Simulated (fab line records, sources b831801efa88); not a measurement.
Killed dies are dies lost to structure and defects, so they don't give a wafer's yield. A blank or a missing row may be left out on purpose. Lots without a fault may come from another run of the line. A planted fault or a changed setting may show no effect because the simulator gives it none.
Which tool did it? | flow sky130 | 12 lots, 36 wafers sampled, at 4 steps of a route of 708

WHAT THE GAUGES READ, wafer by wafer
SKY_METAL4_CD_MEAS_13: target cd 300 nm. Usual: cd_nm 300.1 nm, standard deviation 1.5.
lot  | measured     | on        | cd_nm (nm)        | flag
L928 | day 41 11:18 | cd_sem-01 | 299.0 299.9 298.6 |
L932 | day 42 22:41 | cd_sem-01 | 297.8 298.9 296.8 |
L934 | day 43 16:14 | cd_sem-01 | 299.7 300.3 299.1 |
L933 | day 43 18:18 | cd_sem-02 | 301.0 301.0 301.7 |
L935 | day 43 22:49 | cd_sem-01 | 296.7 298.4 299.3 |
L937 | day 44 05:36 | cd_sem-01 | 300.8 299.9 301.3 |
L938 | day 44 10:19 | cd_sem-02 | 301.6 301.5 301.4 |
L939 | day 44 23:38 | cd_sem-01 | 297.6 298.4 299.6 |
L940 | day 45 04:37 | cd_sem-01 | 299.2 300.2 301.3 |
L941 | day 45 11:41 | cd_sem-02 | 298.5 301.0 301.0 |
L942 | day 45 15:05 | cd_sem-01 | 301.3 303.6 303.0 |
L951 | day 47 10:02 | cd_sem-01 | 298.1 299.7 300.5 |

SKY_VIA4_THK_MEAS_20: measures by xrf. Usual: VIA4_W_THK 490 nm, standard deviation 7.3.
lot  | measured     | on            | VIA4_W_THK (nm) | flag
L928 | day 42 14:57 | film_metro-04 | 493 493 492     |
L932 | day 43 23:14 | film_metro-04 | 484 483 481     |
L934 | day 44 16:12 | film_metro-02 | 494 489 491     |
L933 | day 44 18:42 | film_metro-03 | 494 490 493     |
L935 | day 44 22:14 | film_metro-03 | 471 471 481     |
L937 | day 45 04:32 | film_metro-03 | 486 489 485     |
L938 | day 45 08:23 | film_metro-02 | 485 478 473     |
L939 | day 45 22:14 | film_metro-03 | 493 486 495     |
L940 | day 46 04:49 | film_metro-04 | 503 497 506     |
L941 | day 46 10:50 | film_metro-04 | 486 486 480     |
L942 | day 46 14:07 | film_metro-04 | 498 495 502     |
L951 | day 48 07:04 | film_metro-03 | 486 491 485     |

WHICH TOOL RAN EACH LOT (tool, then ch and the chambers of the sampled wafers, then the start)
lot  | SKY_VIA2_STRIP_16                    | SKY_METAL4_SPUTTER_04
L928 | plasma_asher-02 ch 0,1, day 36 01:39 | pvd_sputter-03, day 39 10:38
L932 | plasma_asher-02 ch 0,1, day 37 15:59 | pvd_sputter-02, day 40 22:19
L934 | plasma_asher-03 ch 0,1, day 38 11:01 | pvd_sputter-04, day 41 17:32
L933 | plasma_asher-04 ch 0,1, day 38 12:23 | pvd_sputter-04, day 41 18:29
L935 | plasma_asher-03 ch 0,1, day 38 18:26 | pvd_sputter-02, day 42 01:02
L937 | plasma_asher-04 ch 0,1, day 39 01:59 | pvd_sputter-04, day 42 08:02
L938 | plasma_asher-03 ch 1, day 39 05:30   | pvd_sputter-02, day 42 12:43
L939 | plasma_asher-04 ch 0,1, day 39 21:32 | pvd_sputter-02, day 43 02:52
L940 | plasma_asher-03 ch 0,1, day 40 02:30 | pvd_sputter-02, day 43 09:01
L941 | plasma_asher-04 ch 0,1, day 40 11:51 | pvd_sputter-04, day 43 18:12
L942 | plasma_asher-02 ch 0,1, day 40 18:40 | pvd_sputter-03, day 43 21:21
L951 | plasma_asher-02 ch 0,1, day 42 20:07 | pvd_sputter-02, day 45 17:16
- SKY_VIA2_STRIP_16: strips in O2/N2.
- SKY_METAL4_SPUTTER_04: material TiN, target thk 70 nm, time 58.3 s.

WHAT THE TOOLS THEMSELVES READ (means of the sampled wafers that have a number; where no wafer has one, the mark that the record gives instead)
SKY_VIA2_STRIP_16. Usual: drypump_motor_current_A 5.8 A, standard deviation 0.59; oes_product_au 0.398 a.u., standard deviation 0.0047; strip_time_to_endpoint_s 4.035 s, standard deviation 0.026.
lot  | tool            | drypump_motor_current_A (A) | oes_product_au (a.u.) | strip_time_to_endpoint_s (s) | flag
L928 | plasma_asher-02 | 6.2                         | 0.402                 | 4.031                        |
L932 | plasma_asher-02 | 6.2                         | 0.396                 | 4.013                        |
L934 | plasma_asher-03 | 5.3                         | 0.396                 | 4.029                        |
L933 | plasma_asher-04 | 5.7                         | 0.397                 | 4.031                        |
L935 | plasma_asher-03 | 5.3                         | 0.396                 | 4.002                        |
L937 | plasma_asher-04 | 5.6                         | 0.398                 | 4.029                        |
L938 | plasma_asher-03 | 6.0                         | 0.399                 | 4.053                        |
L939 | plasma_asher-04 | 5.9                         | 0.394                 | 4.056                        |
L940 | plasma_asher-03 | 5.3                         | 0.399                 | 4.030                        |
L941 | plasma_asher-04 | 6.0                         | 0.393                 | 4.040                        |
L942 | plasma_asher-02 | 5.8                         | 0.397                 | 4.011                        |
L951 | plasma_asher-02 | 5.7                         | 0.400                 | 4.039                        |

SKY_METAL4_SPUTTER_04. Usual: throttle_valve_pct 30.3 %, standard deviation 1.1.
lot  | tool           | throttle_valve_pct (%) | flag
L928 | pvd_sputter-03 | 30.8                   |
L932 | pvd_sputter-02 | 30.7                   |
L934 | pvd_sputter-04 | 30.7                   |
L933 | pvd_sputter-04 | 29.4                   |
L935 | pvd_sputter-02 | 30.0                   |
L937 | pvd_sputter-04 | 29.4                   |
L938 | pvd_sputter-02 | 30.6                   |
L939 | pvd_sputter-02 | 30.2                   |
L940 | pvd_sputter-02 | 30.5                   |
L941 | pvd_sputter-04 | 29.8                   |
L942 | pvd_sputter-03 | 30.2                   |
L951 | pvd_sputter-02 | 30.2                   |

THE ANSWER, worked out from the rows above alone
Rule: a lot is off if the mean of its wafers that have a number lies more than 3 standard deviations from the usual mean. A lot without any number at a reading at which 4 lots or more have one is off too. The other lots that the step has rows for count as sound. The gauges are gone through in route order, then the tools' own readings, and for those a lot's mean is taken as printed above. The first step at which some lot is off is used, and at that step the reading that is off furthest; a lot without a number counts as furthest.
No lot is off at any reading shown: from this, nothing can be told.

WHAT THE SIMULATOR HAD PUT IN
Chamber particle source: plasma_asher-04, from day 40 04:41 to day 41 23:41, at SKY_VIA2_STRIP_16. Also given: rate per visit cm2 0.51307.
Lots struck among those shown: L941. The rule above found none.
